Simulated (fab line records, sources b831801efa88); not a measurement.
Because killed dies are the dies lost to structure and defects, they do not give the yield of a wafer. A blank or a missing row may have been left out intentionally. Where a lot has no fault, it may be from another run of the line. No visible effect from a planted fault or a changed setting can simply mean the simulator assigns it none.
Which tool was responsible? / flow gf180mcu / 39 wafers from 13 lots sampled at 5 of the route's 602 steps

WHAT THE GAUGES READ, wafer by wafer
GF_SALICIDE_RS_MEAS_04: measures by four-point-probe. Usual: SALICIDE_TIN_RS typically reads 16.4 ohm/sq, with standard deviation 0.38.
lot=L115; measured=day 15 10:11; on=film-metro-01; SALICIDE_TIN_RS (ohm/sq)=15.7 16.3 15.9; flag=
lot=L116; measured=day 15 11:25; on=film-metro-01; SALICIDE_TIN_RS (ohm/sq)=15.8 16.2 16.5; flag=
lot=L117; measured=day 16 02:39; on=film-metro-01; SALICIDE_TIN_RS (ohm/sq)=16.6 16.9 16.4; flag=
lot=L118; measured=day 16 11:51; on=film-metro-02; SALICIDE_TIN_RS (ohm/sq)=16.1 16.5 16.0; flag=
lot=L119; measured=day 16 18:18; on=film-metro-04; SALICIDE_TIN_RS (ohm/sq)=16.5 16.9 16.5; flag=
lot=L122; measured=day 17 17:26; on=film-metro-02; SALICIDE_TIN_RS (ohm/sq)=16.1 15.7 16.6; flag=
lot=L123; measured=day 18 01:20; on=film-metro-04; SALICIDE_TIN_RS (ohm/sq)=16.6 16.5 15.9; flag=
lot=L125; measured=day 18 14:53; on=film-metro-02; SALICIDE_TIN_RS (ohm/sq)=16.0 15.7 16.2; flag=
lot=L126; measured=day 19 05:30; on=film-metro-02; SALICIDE_TIN_RS (ohm/sq)=16.8 16.8 16.2; flag=
lot=L128; measured=day 20 01:14; on=film-metro-02; SALICIDE_TIN_RS (ohm/sq)=16.4 17.1 16.9; flag=
lot=L130; measured=day 20 10:04; on=film-metro-04; SALICIDE_TIN_RS (ohm/sq)=16.3 16.0 16.7; flag=
lot=L131; measured=day 20 22:54; on=film-metro-01; SALICIDE_TIN_RS (ohm/sq)=16.1 9.8 9.6; flag=OFF
lot=L134; measured=day 21 20:36; on=film-metro-01; SALICIDE_TIN_RS (ohm/sq)=16.3 16.0 15.9; flag=

GF_M2_CD_MEAS_14 targets a cd of 280 nm. Usual: cd-nm 280.0 nm, standard deviation 1.2.
lot=L115; measured=day 19 14:11; on=cd-sem-01; cd-nm (nm)=279.4 281.2 280.8; flag=
lot=L116; measured=day 19 15:08; on=cd-sem-01; cd-nm (nm)=281.5 281.1 282.1; flag=
lot=L117; measured=day 20 06:43; on=cd-sem-02; cd-nm (nm)=280.4 279.1 280.0; flag=
lot=L118; measured=day 20 17:20; on=cd-sem-02; cd-nm (nm)=281.0 280.3 281.0; flag=
lot=L119; measured=day 20 23:41; on=cd-sem-01; cd-nm (nm)=278.5 278.3 276.9; flag=
lot=L122; measured=day 21 22:34; on=cd-sem-02; cd-nm (nm)=279.8 280.0 279.8; flag=
lot=L123; measured=day 22 07:09; on=cd-sem-02; cd-nm (nm)=280.9 280.5 281.2; flag=
lot=L125; measured=day 22 20:35; on=cd-sem-01; cd-nm (nm)=279.8 280.2 280.7; flag=
lot=L126; measured=day 23 09:32; on=cd-sem-02; cd-nm (nm)=279.9 280.6 279.5; flag=
lot=L128; measured=day 24 03:38; on=cd-sem-02; cd-nm (nm)=280.1 280.9 280.3; flag=
lot=L130; measured=day 24 12:57; on=cd-sem-02; cd-nm (nm)=280.6 280.3 280.2; flag=
lot=L131; measured=day 24 22:47; on=cd-sem-01; cd-nm (nm)=281.0 281.5 281.9; flag=
lot=L134; measured=day 25 19:35; on=cd-sem-02; cd-nm (nm)=278.3 279.5 278.9; flag=

GF_V3_THK_MEAS_03. Usual: V3_CVD_02_THK typically reads 854 nm, with standard deviation 11.
lot=L115; measured=day 21 18:20; on=film-metro-03; V3_CVD_02_THK (nm)=851 855 853; flag=
lot=L116; measured=day 21 19:38; on=film-metro-01; V3_CVD_02_THK (nm)=849 867 864; flag=
lot=L117; measured=day 22 09:47; on=film-metro-04; V3_CVD_02_THK (nm)=874 862 860; flag=
lot=L118; measured=day 22 20:40; on=film-metro-01; V3_CVD_02_THK (nm)=837 842 853; flag=
lot=L119; measured=day 23 01:43; on=film-metro-01; V3_CVD_02_THK (nm)=849 867 867; flag=
lot=L122; measured=day 23 23:32; on=film-metro-03; V3_CVD_02_THK (nm)=847 863 856; flag=
lot=L123; measured=day 24 07:18; on=film-metro-01; V3_CVD_02_THK (nm)=861 866 860; flag=
lot=L125; measured=day 24 21:22; on=film-metro-03; V3_CVD_02_THK (nm)=847 843 854; flag=
lot=L126; measured=day 25 09:03; on=film-metro-03; V3_CVD_02_THK (nm)=856 873 863; flag=
lot=L128; measured=day 26 02:59; on=film-metro-04; V3_CVD_02_THK (nm)=844 841 867; flag=
lot=L130; measured=day 26 11:31; on=film-metro-01; V3_CVD_02_THK (nm)=845 868 863; flag=
lot=L131; measured=day 26 21:29; on=film-metro-01; V3_CVD_02_THK (nm)=844 845 845; flag=
lot=L134; measured=day 27 17:09; on=film-metro-04; V3_CVD_02_THK (nm)=847 860 852; flag=

EACH LOT AND THE TOOL THAT RAN IT (in order: tool; ch and the chambers of the sampled wafers; start)
lot=L115; GF_SALICIDE_SPUTTER_02=pvd-sputter-01, day 15 10:07; GF_M3_SPUTTER_01=pvd-sputter-04, day 20 17:05
lot=L116; GF_SALICIDE_SPUTTER_02=pvd-sputter-01, day 15 11:21; GF_M3_SPUTTER_01=pvd-sputter-02, day 20 18:28
lot=L117; GF_SALICIDE_SPUTTER_02=pvd-sputter-02, day 16 02:33; GF_M3_SPUTTER_01=pvd-sputter-03, day 21 09:24
lot=L118; GF_SALICIDE_SPUTTER_02=pvd-sputter-04, day 16 11:46; GF_M3_SPUTTER_01=pvd-sputter-03, day 21 20:31
lot=L119; GF_SALICIDE_SPUTTER_02=pvd-sputter-04, day 16 18:13; GF_M3_SPUTTER_01=pvd-sputter-02, day 22 01:56
lot=L122; GF_SALICIDE_SPUTTER_02=pvd-sputter-01, day 17 17:23; GF_M3_SPUTTER_01=pvd-sputter-03, day 23 00:25
lot=L123; GF_SALICIDE_SPUTTER_02=pvd-sputter-01, day 18 01:16; GF_M3_SPUTTER_01=pvd-sputter-04, day 23 08:50
lot=L125; GF_SALICIDE_SPUTTER_02=pvd-sputter-01, day 18 14:50; GF_M3_SPUTTER_01=pvd-sputter-03, day 23 21:50
lot=L126; GF_SALICIDE_SPUTTER_02=pvd-sputter-02, day 19 05:26; GF_M3_SPUTTER_01=pvd-sputter-04, day 24 10:38
lot=L128; GF_SALICIDE_SPUTTER_02=pvd-sputter-02, day 20 01:11; GF_M3_SPUTTER_01=pvd-sputter-02, day 25 04:15
lot=L130; GF_SALICIDE_SPUTTER_02=pvd-sputter-01, day 20 09:58; GF_M3_SPUTTER_01=pvd-sputter-02, day 25 13:14
lot=L131; GF_SALICIDE_SPUTTER_02=pvd-sputter-02, day 20 22:51; GF_M3_SPUTTER_01=pvd-sputter-04, day 25 23:25
lot=L134; GF_SALICIDE_SPUTTER_02=pvd-sputter-01, day 21 20:31; GF_M3_SPUTTER_01=pvd-sputter-03, day 26 19:04
- GF_SALICIDE_SPUTTER_02: material Co, target thk 10 nm, time 20 s.
- GF_M3_SPUTTER_01: material TiN, target thk 30 nm, time 25 s.

AS READ BY THE TOOLS THEMSELVES (means over the sampled wafers that have a number; for cases with no such wafer, the mark the record gives instead)
GF_SALICIDE_SPUTTER_02. Usual: cathode-dc-power-W 1000.0 W, standard deviation 0.17; throttle-valve-pct 30.3 %, standard deviation 0.78.
lot=L115; tool=pvd-sputter-01; cathode-dc-power-W (W)=1000.0; throttle-valve-pct (%)=29.5; flag=
lot=L116; tool=pvd-sputter-01; cathode-dc-power-W (W)=999.9; throttle-valve-pct (%)=30.1; flag=
lot=L117; tool=pvd-sputter-02; cathode-dc-power-W (W)=999.9; throttle-valve-pct (%)=30.8; flag=
lot=L118; tool=pvd-sputter-04; cathode-dc-power-W (W)=1000.1; throttle-valve-pct (%)=30.3; flag=
lot=L119; tool=pvd-sputter-04; cathode-dc-power-W (W)=1000.1; throttle-valve-pct (%)=30.1; flag=
lot=L122; tool=pvd-sputter-01; cathode-dc-power-W (W)=1000.2; throttle-valve-pct (%)=30.3; flag=
lot=L123; tool=pvd-sputter-01; cathode-dc-power-W (W)=1000.0; throttle-valve-pct (%)=29.8; flag=
lot=L125; tool=pvd-sputter-01; cathode-dc-power-W (W)=999.9; throttle-valve-pct (%)=30.4; flag=
lot=L126; tool=pvd-sputter-02; cathode-dc-power-W (W)=999.9; throttle-valve-pct (%)=30.6; flag=
lot=L128; tool=pvd-sputter-02; cathode-dc-power-W (W)=1000.2; throttle-valve-pct (%)=31.0; flag=
lot=L130; tool=pvd-sputter-01; cathode-dc-power-W (W)=1000.0; throttle-valve-pct (%)=29.5; flag=
lot=L131; tool=pvd-sputter-02; cathode-dc-power-W (W)=1000.2; throttle-valve-pct (%)=31.1; flag=
lot=L134; tool=pvd-sputter-01; cathode-dc-power-W (W)=1000.3; throttle-valve-pct (%)=30.5; flag=

GF_M3_SPUTTER_01. Usual: cathode-dc-power-W 6500.1 W, standard deviation 1.2; throttle-valve-pct 30.3 %, standard deviation 0.71.
lot=L115; tool=pvd-sputter-04; cathode-dc-power-W (W)=6500.9; throttle-valve-pct (%)=30.1; flag=
lot=L116; tool=pvd-sputter-02; cathode-dc-power-W (W)=6500.8; throttle-valve-pct (%)=30.7; flag=
lot=L117; tool=pvd-sputter-03; cathode-dc-power-W (W)=6500.4; throttle-valve-pct (%)=30.4; flag=
lot=L118; tool=pvd-sputter-03; cathode-dc-power-W (W)=6500.5; throttle-valve-pct (%)=29.7; flag=
lot=L119; tool=pvd-sputter-02; cathode-dc-power-W (W)=6500.0; throttle-valve-pct (%)=30.8; flag=
lot=L122; tool=pvd-sputter-03; cathode-dc-power-W (W)=6499.2; throttle-valve-pct (%)=29.6; flag=
lot=L123; tool=pvd-sputter-04; cathode-dc-power-W (W)=6499.7; throttle-valve-pct (%)=30.4; flag=
lot=L125; tool=pvd-sputter-03; cathode-dc-power-W (W)=6500.8; throttle-valve-pct (%)=30.1; flag=
lot=L126; tool=pvd-sputter-04; cathode-dc-power-W (W)=6499.4; throttle-valve-pct (%)=30.0; flag=
lot=L128; tool=pvd-sputter-02; cathode-dc-power-W (W)=6500.4; throttle-valve-pct (%)=30.9; flag=
lot=L130; tool=pvd-sputter-02; cathode-dc-power-W (W)=6500.4; throttle-valve-pct (%)=31.0; flag=
lot=L131; tool=pvd-sputter-04; cathode-dc-power-W (W)=6499.8; throttle-valve-pct (%)=29.9; flag=
lot=L134; tool=pvd-sputter-03; cathode-dc-power-W (W)=6499.4; throttle-valve-pct (%)=29.4; flag=

THE ANSWER, worked out from the rows above alone
Rule: lot off if the mean of its wafers having a number is beyond 3 standard deviations from the usual mean. A lot without any number at a reading at which 4 lots or more have one is off too. All remaining lots with rows at the step are treated as sound. First the gauges in route order, then the tools' own readings, where a lot's mean is used as printed above. The first step at which some lot is off is used, and at that step the reading that is off furthest; a lot without a number counts as furthest.
Off: L131, seen at GF_SALICIDE_RS_MEAS_04 (SALICIDE_TIN_RS).
If a tool, at a process step before that reading, ran all the lots that are off and no sound lot after the first of them, it fits. Those tools and the gauges at GF_SALICIDE_RS_MEAS_04 are tried in the same way. One fits: pvd-sputter-02 at GF_SALICIDE_SPUTTER_02. A fault onset in the window from L128 (day 20 01:11, its last sound lot) to L131 (day 20 22:51, its first lot off) fits.

WHAT THE SIMULATOR PUT IN
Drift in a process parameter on pvd-sputter-02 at GF_SALICIDE_SPUTTER_02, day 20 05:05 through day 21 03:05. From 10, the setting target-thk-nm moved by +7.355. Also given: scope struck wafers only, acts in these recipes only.
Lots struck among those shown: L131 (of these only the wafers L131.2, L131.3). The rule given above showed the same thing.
